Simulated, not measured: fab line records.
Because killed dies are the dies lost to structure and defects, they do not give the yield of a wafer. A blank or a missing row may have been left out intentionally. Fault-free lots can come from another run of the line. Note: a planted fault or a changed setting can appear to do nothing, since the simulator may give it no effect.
A lot that was struck, set against a sound lot | flow gf180mcu | 16 out of 602 route steps
Sound: wafers L283.1, L283.2, L283.5. Wafers struck: L292.2, L292.4, L292.6. The cause is named last.
At each step with rows: each side's tool, then ch and its chambers, then its first start. Under that, the readings that differ: sound wafers | struck wafers | difference of the means | sigmas: that difference in standard deviations of wafers without a fault.
alike: words and numbers the same on both sides, and readings whose means are apart by under 2 such deviations; not compared: readings that were withheld, readings missing a value for some wafer, numbers with overlapping values and no deviation given by the record, and bounds like >300 which may hide the same value.
The two part at a step that has a row with sigmas, a row that says differs or no value, or rows on one side only. Numbers that have no deviation but don't overlap get no sigmas and don't part them. A reading missing from all wafers of one side parts the sides only when that side holds two or more wafers.

GF_STI_THK_MEAS_02:
  sound: film metro-04 at day 1 11:31; struck: film metro-04 at day 3 08:31
  alike: STI_OXIDATION_THK
then, 1 step without rows for these wafers: GF_STI_CVD_03 (deposits Si3N4 from DCS/NH3, target thk 207.16 nm, time 3551 s).
GF_STI_THK_MEAS_04:
  sound: film metro-02 at day 1 13:36; struck: film metro-04 at day 3 10:34
  alike: STI_CVD_03_THK
then, 7 steps without rows for these wafers: GF_STI_DEHYDRATE_05 (time 60 s); GF_STI_HMDS_06 (prime time 60 s); GF_STI_COAT_07 (resist thk 700 nm); GF_STI_SOFTBAKE_08 (time 60 s); GF_STI_EXPOSE_09 (exposes mask COMP, target cd 220 nm); GF_STI_PEB_10 (peb time 90 s); GF_STI_DEVELOP_11 (develop time 60 s).
GF_STI_CD_MEAS_12: target cd 220 nm.
  sound: cd sem-01 at day 2 01:36; struck: cd sem-01 at day 3 23:19
  alike: cd nm
GF_STI_ETCH_13: etches the open film in CHF3/O2, stops on Si, target depth 282.31 nm, time 115.9 s.
  sound on rie diel-02 ch 1,2, day 2 01:43; struck on rie diel-02 ch 0,2,3, day 3 23:25
  alike: drypump motor current A, oes product au, run length s, throttle valve pct
  not compared: rf hours counter h
GF_STI_ETCH_14: etches Si in HBr/Cl2/O2, target depth 360 nm, time 102.9 s.
  sound on rie si-01 ch 0,3, day 2 01:48; struck on rie si-01 ch 0,1,3, day 3 23:30
  reading                              | sound             | struck            | difference                    | sigmas
  bias w (W)                           | 150.7 150.1 150.4 | - - -             | no value on the struck wafers |
  run length s (s)                     | 130.8 131.6 131.5 | 91.0 91.1 90.0    | -40.6                         | -90
  model.etch.depth nm (nm)             | 353.6 350.4 355   | 217.3 214.6 217.7 | -136.5                        |
  model.STI.feature depth nm (nm)      | 353.6 350.4 355   | 217.3 214.6 217.7 | -136.5                        |
  model.KrF_of_STI_COAT_07.thk nm (nm) | 321.1 320.3 322.1 | 357.2 364.6 364.2 | +40.8                         |
  alike: drypump motor current A, oes product au, throttle valve pct
  not compared: rf hours counter h
GF_STI_STRIP_15: strips in O2/N2.
  sound on plasma asher-04 ch 0,1, day 2 01:52; struck on plasma asher-04 ch 0, day 3 23:34
  reading                      | sound             | struck            | difference | sigmas
  oes product au (a.u.)        | 0.377 0.384 0.381 | 0.400 0.398 0.404 | +0.020     | +4
  strip time to endpoint s (s) | 3.73 3.72 3.75    | 4.12 4.19 4.20    | +0.44      | +9
  alike: drypump motor current A, heater power w, n2 flow sccm
  not compared: rf hours counter h
then, 1 step without rows for these wafers: GF_STI_CLEAN_16 (cleans in dHF, time 25 s).
-- the record jumps here: 28 days lie between the struck wafers' starts before and after (it left off in module STI and takes up again in module PASSIVATION, whose first step shown is number 602 of the route) --
GF_PASSIVATION_PROBE_99:
  sound: prober-01 at day 29 00:45; struck: prober-01 at day 31 21:30
  reading                                 | sound                         | struck                   | difference | sigmas
  model.etest.ldpmos_10p0.r on ohm um     | 1.106e+04 1.114e+04 1.113e+04 | 1.017e+04 9978 1.003e+04 | -1.051e+03 |
  model.etest.pwell in dnwell.line ohm um | 4340 4320 4366                | 3092 3148 3165           | -1207      |
  model.etest.pwell in dnwell.rs ohm sq   | 2602 2560 2614                | 1874 1888 1876           | -713       |
  model.etest.p drift.rs ohm sq           | 2388 2339 2381                | 1880 1893 1878           | -486       |
  model.etest.ldnmos_10p0.r on ohm um     | 3709 3731 3728                | 3202 3159 3175           | -544       |
  model.etest.n drift.rs ohm sq           | 1222 1206 1218                | 864.2 864.7 867.1        | -350.0     |
  model.etest.nwell.line ohm um           | 1160 1164 1151                | 949.9 937.6 945.4        | -214.0     |
  model.etest.nwell.rs ohm sq             | 1001 994.5 1002               | 819.3 812.1 816.5        | -183.2     |

== WHERE THEY PART ==
Last at GF_STI_STRIP_15 as far as this record goes, first at GF_STI_ETCH_14.

WHY: whatever the simulator had introduced
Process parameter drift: rie si-01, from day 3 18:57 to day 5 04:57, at GF_STI_ETCH_14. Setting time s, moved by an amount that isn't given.
